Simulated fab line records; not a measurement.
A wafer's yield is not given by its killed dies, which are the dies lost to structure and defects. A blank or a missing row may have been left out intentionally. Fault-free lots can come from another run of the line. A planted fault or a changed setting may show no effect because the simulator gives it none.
Comparing a struck lot with a sound one | flow sky130 | 32 steps out of a route of 708
Sound: wafers L794.2, L794.4, L794.5. Struck: wafers L805.1, L805.2, L805.3. Last of all comes the cause.
Per side, at each step with rows, come the tool, then ch with its chambers, and then its first start. Under that, the readings that differ: sound wafers | struck wafers | difference of the means | sigmas: that difference in standard deviations of wafers without a fault.
alike: readings whose means differ by less than 2 such deviations, and words and numbers that are the same on both sides. not compared: withheld readings, readings that some wafer has no value for, bounds like >300 that may hide the same value, and numbers for which the record gives no deviation and whose values overlap.
The two part at a step that has a row with sigmas, a row that says differs or no value, or rows on one side only. When numbers do not overlap yet have no deviation, they are printed without sigmas and do not part them. A reading missing from all wafers of one side parts the sides only when that side holds two or more wafers.

SKY_PWDE_OVL_MEAS_07:
  sound on overlay-02 at day 6 03:50; struck on overlay-02 at day 8 17:16
  alike: PWDE_OVL
then, 1 step without rows for these wafers: SKY_PWDE_IMPLANT_08.
SKY_PWDE_STRIP_09: strips in O2/N2.
  sound on plasma asher-03 ch 0, day 6 04:01; struck on plasma asher-03 ch 0,1, day 8 17:28
  alike: chamber pressure mTorr, drypump motor current A, oes product au, strip time to endpoint s
  not compared: rf hours counter h
SKY_PWDE_TW_MEAS_10:
  sound on film metro-03 at day 6 04:07; struck on film metro-04 at day 8 17:34
  reading | sound             | struck            | difference | sigmas
  PWDE_TW | 370.8 370.0 370.7 | 375.7 372.2 374.6 | +3.7       | +2
then, 7 steps without rows for these wafers: SKY_NWELL_DEHYDRATE_03 (time 60 s); SKY_NWELL_HMDS_04 (prime time 60 s); SKY_NWELL_COAT_05 (resist thk 3000 nm); SKY_NWELL_SOFTBAKE_06; SKY_NWELL_EXPOSE_07 (exposes mask NWM, target cd 840 nm); SKY_NWELL_PEB_08; SKY_NWELL_DEVELOP_09 (develop time 60 s).
SKY_NWELL_OVL_MEAS_10:
  sound on overlay-01 at day 6 23:25; struck on overlay-02 at day 9 14:05
  alike: NWELL_00_OVL
SKY_NWELL_IMPLANT_11:
  sound on implanter-02 ch 0, day 6 23:28; struck on implanter-02 ch 0, day 9 14:07
  reading            | sound                            | struck                           | difference  | sigmas
  beam on s (s)      | 10.28 9.82 10.00                 | 55.12 56.24 56.78                | +46.01      | +99 or more
  dose ions cm2      | 1.8973e+13 1.8966e+13 1.9003e+13 | 1.4235e+14 1.4233e+14 1.4232e+14 | +1.2335e+14 | +99 or more
  faraday current uA | 104.3 109.2 107.0                | 146.2 143.1 141.6                | +36.8       | +16
then, 2 steps without rows for these wafers: SKY_NWELL_IMPLANT_12; SKY_NWELL_IMPLANT_13.
SKY_NWELL_STRIP_14: strips in O2/N2.
  sound on plasma asher-04 ch 0,1, day 6 23:54; struck on plasma asher-03 ch 0,1, day 9 14:34
  alike: chamber pressure mTorr, drypump motor current A, oes product au, strip time to endpoint s
  not compared: rf hours counter h
SKY_NWELL_TW_MEAS_15:
  sound on film metro-03 at day 7 00:01; struck on film metro-02 at day 9 14:40
  reading  | sound          | struck         | difference | sigmas
  NWELL_TW | 1807 1805 1800 | 3388 3388 3388 | +1584      | +99 or more
then, 7 steps without rows for these wafers: SKY_NWELL_DEHYDRATE_16 (time 60 s); SKY_NWELL_HMDS_17 (prime time 60 s); SKY_NWELL_COAT_18 (resist thk 3000 nm); SKY_NWELL_SOFTBAKE_19; SKY_NWELL_EXPOSE_20 (exposes mask NWM COMPLEMENT, target cd 840 nm); SKY_NWELL_PEB_21; SKY_NWELL_DEVELOP_22 (develop time 60 s).
SKY_NWELL_OVL_MEAS_23:
  sound on overlay-01 at day 7 20:04; struck on overlay-02 at day 10 12:32
  alike: NWELL_01_OVL
then, 1 step without rows for these wafers: SKY_NWELL_IMPLANT_24.
SKY_NWELL_STRIP_25: strips in O2/N2.
  sound on plasma asher-04 ch 0,1, day 7 20:15; struck on plasma asher-03 ch 0,1, day 10 12:43
  reading                      | sound             | struck            | difference | sigmas
  strip time to endpoint s (s) | 37.08 37.09 37.04 | 36.83 36.91 36.82 | -0.22      | -2
  alike: chamber pressure mTorr, drypump motor current A, oes product au
  not compared: rf hours counter h
SKY_NWELL_TW_MEAS_26:
  sound on film metro-04 at day 7 20:22; struck on film metro-04 at day 10 12:49
  alike: NWELL_2_TW
then, 1 step without rows for these wafers: SKY_NWELL_CLEAN_27 (cleans in SC1/SC2, time 150 s).
SKY_NWELL_RTA_28: time 30 s.
  sound on rtp anneal-02 ch 0, day 7 20:29; struck on rtp anneal-02 ch 0, day 10 12:56
  alike: anneal temp c max, lamp power pct, wafer_temp_C_max
SKY_NWELL_RS_MEAS_29: uses a four-point probe to measure.
  sound on film metro-02 at day 7 20:35; struck on film metro-03 at day 10 13:08
  reading           | sound             | struck            | difference | sigmas
  NWELL_RS (ohm/sq) | 624.6 624.4 627.0 | 203.5 203.9 203.8 | -421.6     | -99 or more
-- the record jumps here: 40 days lie between the struck wafers' starts before and after (it left off in module NWELL and takes up again in module PAD_OPEN, whose first step shown is number 708 of the route) --
SKY_PAD_OPEN_PROBE_99:
  sound on prober-01 at day 48 06:56; struck on prober-01 at day 50 15:56
  reading                                | sound                         | struck                     | difference | sigmas
  model.etest.pfet_16v.r on ohm um       | 1.491e+04 1.511e+04 1.471e+04 | 5.95e+04 5.151e+04 5.8e+04 | +4.14e+04  |
  model.etest.nfet_16v.r on ohm um       | 1.398e+04 1.405e+04 1.398e+04 | 9170 9335 9237             | -4756      |
  model.etest.pfet g5v0d10v5.r on ohm um | 4712 4773 4768                | 5651 5644 5748             | +930       |
  model.etest.res nwell.line ohm um      | 1102 1099 1079                | 313.7 325.4 308.7          | -777.4     |
  model.etest.tip_p_5v.rs ohm sq         | 2839 2837 2858                | 3677 3691 3706             | +847       |
  model.etest.res nwell.rs ohm sq        | 920.6 933.1 908.3             | 286.7 299.9 285.6          | -629.9     |
  model.etest.tip p.rs ohm sq            | 6815 6769 6766                | 7463 7558 7550             | +740       |
  model.etest.pfet_01v8.r on ohm um      | 2811 2945 2920                | 3238 3096 3295             | +318       |
  alike: killed_at_M0_to_M3, killed_at_M4_up, killed at contacts, killed at front end, killed at other, killed dies, killed on rim, killed open, killed short

## WHERE THEY PART
Earliest at SKY_PWDE_TW_MEAS_10; latest, in this record, at SKY_NWELL_RS_MEAS_29. Later steps at which nothing parts them and some readings are alike: SKY_PAD_OPEN_PROBE_99.

WHY: what the simulator had put in
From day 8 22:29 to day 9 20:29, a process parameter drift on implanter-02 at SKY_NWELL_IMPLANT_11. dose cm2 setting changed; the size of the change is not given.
